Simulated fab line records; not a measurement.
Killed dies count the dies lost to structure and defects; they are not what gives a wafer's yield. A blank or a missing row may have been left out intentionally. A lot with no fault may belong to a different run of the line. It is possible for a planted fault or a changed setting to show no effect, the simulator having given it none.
Struck lot and sound lot, side by side -- flow sfqLine -- 41 out of 325 route steps
Sound: the wafers L423.2, L423.3, L423.4. The struck wafers were L432.3, L432.5, L432.6. Last of all comes the cause.
At each step with rows: each side's tool, then ch and its chambers, then its first start. Under that, the readings that differ: sound wafers -- struck wafers -- difference of the means -- sigmas: that difference in standard deviations of wafers without a fault.
alike: words and numbers the same on both sides, and readings whose means are apart by under 2 such deviations; not compared: readings that were withheld, readings missing a value for some wafer, numbers with overlapping values and no deviation given by the record, and bounds like >300 which may hide the same value.
Wherever a step has rows on one side only, a row that says differs or no value, or a row with sigmas, the two part there. Non-overlapping numbers with no deviation appear without sigmas and do not part them. A reading that every wafer of one side lacks parts them only if that side has two wafers or more.

first, 2 steps without rows for these wafers: SFQ_TRILAYER_I6_VIA_STRIP_SOLV_CLEAN_174 (cleans in NMP, time 600 s); SFQ_TRILAYER_M7_DEP_PRE_CLEAN_176 (time 22.5 s).
SFQ_TRILAYER_M7_DEP_SPUTTER_175: material Nb, target thk 200 nm, time 133.3 s.
  sound: pvdSputter-03 at day 66 03:23; struck: pvdSputter-04 at day 69 03:22
  alike: throttleValvePct
SFQ_M7_RS_MEAS_943: measurement is done with a four-point probe.
  sound: filmMetro-02 at day 66 04:06; struck: filmMetro-02 at day 69 03:30
  alike: M7_NB_RS
then, 6 steps without rows for these wafers: SFQ_TRILAYER_M7_LITHO_COAT_182 (resist thk 62 nm); SFQ_TRILAYER_M7_LITHO_COAT_177 (resist thk 600 nm); SFQ_TRILAYER_M7_LITHO_SOFTBAKE_181; SFQ_TRILAYER_M7_LITHO_EXPOSE_178 (exposes mask M7, target cd 500 nm); SFQ_TRILAYER_M7_LITHO_PEB_180 (peb time 60 s); SFQ_TRILAYER_M7_LITHO_DEVELOP_179 (time 60 s).
SFQ_M7_OVL_MEAS_945:
  sound: overlay-02 at day 66 07:32; struck: overlay-02 at day 69 10:20
  alike: M7_OVL
SFQ_TRILAYER_M7_BARC_OPEN_METAL_ETCH_229: etches BARC in O2, target depth 125 nm, time 41.7 s.
  sound on rieMetal-01 ch 1, day 66 07:35; struck on rieMetal-02 ch 0,1, day 69 10:23
  no value came back on the struck wafers for any of 5 readings (biasW (W), chamberPressureMTorr (mTorr) and others); on the sound wafers biasW (W) reads 80.19 80.02 80.39
reading,sound,struck,difference,sigmas
model.KrF_of_TRILAYER_M7_LITHO_COAT_177.thkNm (nm),521.9 521.4 522.7,574.3 573.1 575.7,+52.4,
  not compared: rfHoursCounterH
SFQ_TRILAYER_M7_ETCH_METAL_ETCH_180: etches Nb in Cl2/Ar, stops on SiO2, target depth 240 nm, time 120 s.
  sound on rieMetal-01 ch 1, day 66 07:44; struck on rieMetal-02 ch 0,1, day 69 10:28
reading,sound,struck,difference,sigmas
oesProductAu (a.u.),0.887 0.884 0.891,0.374 0.372 0.368,-0.516,-70
model.KrF_of_TRILAYER_M7_LITHO_COAT_177.thkNm (nm),379.1 378.4 379.5,427.5 425.9 429.8,+48.7,
  alike: biasW, chamberPressureMTorr, drypumpMotorCurrentA, heBacksideLeakSccm
  not compared: rfHoursCounterH
SFQ_TRILAYER_M7_STRIP_STRIP_181: strips in O2.
  sound on rieMetal-01 ch 1, day 66 08:08; struck on rieMetal-02 ch 0,1, day 69 10:45
  alike: drypumpMotorCurrentA, heBacksideLeakSccm, oesProductAu
  not compared: rfHoursCounterH
then, 1 step without rows for these wafers: SFQ_TRILAYER_M7_STRIP_SOLV_CLEAN_182 (cleans in NMP, time 600 s).
SFQ_TRILAYER_I7_DEP_PECVD_183: deposits SiO2 from SiH4/N2O, time 111.11 s, target thk 500 nm.
  sound on pecvd-01 ch 0,2, day 66 09:19; struck on pecvd-04 ch 0,1,2, day 69 11:19
  alike: heaterPowerW, showerheadVppV, throttleValvePct
then, 1 step without rows for these wafers: SFQ_TRILAYER_I7_CMP_CMP_184 (polishes SiO2).
SFQ_I7_BOW_MEAS_946:
  sound: filmMetro-01 at day 67 16:28; struck: filmMetro-01 at day 69 15:02
  alike: I7_BOW
SFQ_TRILAYER_I7_METRO_MEASURE_185:
  sound: filmMetro-01 at day 67 16:46; struck: filmMetro-01 at day 69 15:31
  alike: thkNm
then, 3 steps without rows for these wafers: SFQ_TRILAYER_I7_VIA_LITHO_COAT_192 (resist thk 62 nm); SFQ_TRILAYER_I7_VIA_LITHO_COAT_187 (resist thk 650 nm); SFQ_TRILAYER_I7_VIA_LITHO_SOFTBAKE_191.
-- the record jumps here: 5 days lie between the struck wafers' starts before and after --
SFQ_TRILAYER_I7_VIA_LITHO_EXPOSE_188: exposes mask I7, target cd 1000 nm.
  sound on krfScanner-01 ch 0, day 71 18:46; struck on krfScanner-01, day 74 22:34
  no value came back on the struck wafers for exposureDoseMJCm2, focusOffsetNm (nm); on the sound wafers exposureDoseMJCm2 reads 21.293 21.270 21.303
  alike: mask
then, 2 steps without rows for these wafers: SFQ_TRILAYER_I7_VIA_LITHO_PEB_190 (peb time 60 s); SFQ_TRILAYER_I7_VIA_LITHO_DEVELOP_189 (time 60 s).
SFQ_I7_OVL_MEAS_947:
  sound: overlay-01 at day 71 20:05; struck: overlay-01 at day 74 23:41
reading,sound,struck,difference,sigmas
I7_OVL (nm),-1 7 0,- - -,no value on the struck wafers,
then, 1 step without rows for these wafers: SFQ_TRILAYER_I7_VIA_BARC_OPEN_VIA_ETCH_260 (etches BARC in O2, target depth 125 nm, time 41.7 s).
SFQ_TRILAYER_I7_VIA_ETCH_VIA_ETCH_190: etches SiO2 in CHF3, stops on Nb, target depth 260 nm.
  sound on rieDiel-01 ch 1,2,3, day 71 20:09; struck on rieDiel-02 ch 1,2, day 74 23:45
reading,sound,struck,difference,sigmas
oesProductAu (a.u.),0.851 0.861 0.862,0.367 0.373 0.379,-0.485,-87
  alike: biasW, chamberPressureMTorr, drypumpMotorCurrentA
then, 8 steps without rows for these wafers: SFQ_TRILAYER_I7_VIA_STRIP_STRIP_191 (strips in O2); SFQ_TRILAYER_I7_VIA_STRIP_SOLV_CLEAN_192 (cleans in NMP, time 600 s); SFQ_TRILAYER_M8_LITHO_LOR_COAT_197; SFQ_TRILAYER_M8_LITHO_LOR_BAKE_198; SFQ_TRILAYER_M8_LITHO_COAT_193 (resist thk 600 nm); SFQ_TRILAYER_M8_LITHO_SOFTBAKE_199; SFQ_TRILAYER_M8_LITHO_PEB_196 (peb time 60 s); SFQ_TRILAYER_M8_LITHO_DEVELOP_195 (img clear 15 s, time 55 s).
-- the record jumps here: 4 days lie between the struck wafers' starts before and after --
SFQ_M8_OVL_MEAS_948:
  sound: overlay-02 at day 77 01:10; struck: overlay-01 at day 79 05:54
reading,sound,struck,difference,sigmas
M8_OVL (nm),7 0 6,- - -,no value on the struck wafers,
then, 3 steps without rows for these wafers: SFQ_TRILAYER_M8_DEP_EVAP_197 (material Ti, target thk 20 nm, time 100 s); SFQ_TRILAYER_M8_DEP_EVAP_198 (material Pt, target thk 50 nm, time 250 s); SFQ_TRILAYER_M8_DEP_EVAP_196 (material Au, target thk 180 nm, time 900 s).
SFQ_M8_BOW_MEAS_951:
  sound: filmMetro-01 at day 77 02:29; struck: filmMetro-01 at day 79 07:04
reading,sound,struck,difference,sigmas
model.etest.m8.ohmSq,0.1535 0.1512 0.1546,1e+06 1e+06 1e+06,+1e+06,
model.etest.i7.linkOhm,1.05 1.065 1.049,1e+06 1e+06 1e+06,+1e+06,
model.etest.m7.combLog10Ohm,12 12 12,0 0 0,-12,
  alike: M8_BOW

## WHERE THEY PART
At SFQ_TRILAYER_M7_BARC_OPEN_METAL_ETCH_229 first; at SFQ_M8_OVL_MEAS_948 last (within this record only). Later steps at which nothing parts them and some readings are alike: SFQ_M8_BOW_MEAS_951.

WHY: whatever the simulator had introduced
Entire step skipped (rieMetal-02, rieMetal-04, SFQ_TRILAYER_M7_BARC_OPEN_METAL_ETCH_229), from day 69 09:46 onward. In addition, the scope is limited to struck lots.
